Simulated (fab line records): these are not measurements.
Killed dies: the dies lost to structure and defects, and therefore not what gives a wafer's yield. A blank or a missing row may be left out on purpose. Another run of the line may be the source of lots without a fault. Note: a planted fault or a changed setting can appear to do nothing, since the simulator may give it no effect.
The same fault as seen by 2 desks ; flow gf180mcu ; each desk holds nothing but its own numbers, with what lay behind them at the end

FROM THE METROLOGY DESK
What the gauges read, lot by lot, whatever tool the lot ran on: means of the sampled wafers that have a number. The brackets show how far a lot's mean lies from the usual mean; more than 4 standard deviations puts the lot out of limits, marked OUT.
Columns: A = CONTACT_CVD_00_THK at GF_CONTACT_THK_MEAS_01, usual 302 nm
lot;first seen here;A
L589;day 15 09:48;301
L590;day 15 17:57;307
L591;day 16 03:37;303
L593;day 16 23:43;301
L594;day 17 07:53;303
L595;day 17 14:42;300
L596;day 18 04:35;305
L598;day 18 19:16;303
L604;day 21 03:34;301
L608;day 22 11:04;252 (-15) OUT
L609;day 22 17:49;206 (-29) OUT
Per this desk, out of limits: L608, L609; the first was L608, day 22 11:04 (CONTACT_CVD_00_THK at GF_CONTACT_THK_MEAS_01). L589, L590, L591, L593, L594, L595, L596, L598, L604 stayed within limits.

AT THE TOOL OWNER'S DESK: hdpcvd-02
The tool's own readings at GF_CONTACT_CVD_00 (deposits SiO2, target thk 300 nm, time 50 s): means of the sampled wafers that have a number, for each lot that ran on this tool. The brackets show how far a lot's mean lies from the usual mean; more than 4 standard deviations puts the lot out of limits, marked OUT.
Columns: A = sih4FlowSccm at GF_CONTACT_CVD_00, usual 60.02 sccm; B = susceptorTempC at GF_CONTACT_CVD_00, usual 400.03 C
lot;first seen here;A;B
L589;day 15 09:46;59.98;399.84
L590;day 15 17:55;60.06;400.22
L593;day 16 23:40;60.35;400.02
L595;day 17 14:40;59.93;400.15
L596;day 18 04:33;60.21;400.14
L598;day 18 19:13;59.95;400.04
L608;day 22 11:01;49.95 (-53) OUT;399.87
L609;day 22 17:46;39.88 (-99 or more) OUT;400.11
This desk's verdict: out of limits on L608, L609, starting with L608 at day 22 11:01 (sih4FlowSccm at GF_CONTACT_CVD_00). L589, L590, L593, L595, L596, L598 stayed within limits.

ALL TOGETHER
On L608, L609, at day 22 11:01, an alarm was possible from the tool owner's desk.
The metrology desk could have raised an alarm at day 22 11:04, on L608, L609.
All the named lots went through GF_CONTACT_CVD_00 on hdpcvd-02.

WHAT HAD BEEN PUT IN BY THE SIMULATOR
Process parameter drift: hdpcvd-02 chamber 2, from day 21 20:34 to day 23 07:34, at GF_CONTACT_CVD_00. The setting sih4FlowSccm was moved by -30, starting from 60. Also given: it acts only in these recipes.
Shown lots that were struck: L608, L609.
Counting hours from when the fault started, the first reading out of limits came at 14 for the tool owner's desk and at 15 for the metrology desk.
